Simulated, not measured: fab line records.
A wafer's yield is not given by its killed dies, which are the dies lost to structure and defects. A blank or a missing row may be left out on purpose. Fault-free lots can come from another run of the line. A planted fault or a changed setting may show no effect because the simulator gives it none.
Matching of chambers    flow gf180mcu    pecvd-01 running GF_CONTACT_CVD_02: 3 sister chambers
The step deposits SiO2 from TEOS, target thk 860 nm, time 95.992 s. 6 wafers are shown with their chamber, then 10 later ones without.

## WAFERS, EACH WITH ITS CHAMBER
wafer   chamber  heater-power-w (W)  rf-fwd-power-W (W)
L083.4  2        747                 596.6
L083.5  0        869                 597.2
L084.5  0        726                 597.0
L084.6  1        674                 598.3
L086.2  1        658                 596.4
L086.5  2        628                 597.1

## WAFERS MISSING THEIR CHAMBER
wafer   heater-power-w (W)  rf-fwd-power-W (W)
L086.6  731                 598.0
L089.2  651                 595.9
L089.4  754                 594.5
L089.6  871                 600.5
L093.2  708                 596.8
L093.4  679                 599.8
L093.6  721                 600.1
L096.2  779                 598.1
L096.3  771                 599.7
L096.4  821                 600.3

## WHICH CHAMBER EACH WENT THROUGH
wafer   from the rows above           in truth
L086.6  can't be placed: 1 or 0 or 2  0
L089.2  can't be placed: 2 or 1 or 0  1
L089.4  can't be placed: 2 or 0 or 1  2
L089.6  can't be placed: 0 or 1 or 2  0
L093.2  can't be placed: 2 or 1 or 0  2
L093.4  can't be placed: 1 or 2 or 0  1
L093.6  can't be placed: 1 or 0 or 2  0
L096.2  can't be placed: 0 or 1 or 2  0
L096.3  can't be placed: 1 or 0 or 2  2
L096.4  can't be placed: 0 or 1 or 2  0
Placed correctly: 0 of 10. From these rows, 10 cannot be placed; in 10 the true chamber is one of the candidates. 0 placed wrongly.
How it was worked out, from the rows above alone: a wafer's distance from a chamber is the root of the sum, over the readings, of the square of ((its reading less the chamber's mean) divided by the reading's scatter). The wafer belongs to the nearest chamber; if the next one is less than 2 further off, it can't be placed. A chamber's mean is the mean of its shown wafers. The scatter: the root of (the sum of the squares of (reading less its chamber's mean) over the shown wafers, divided by (wafers less chambers)).
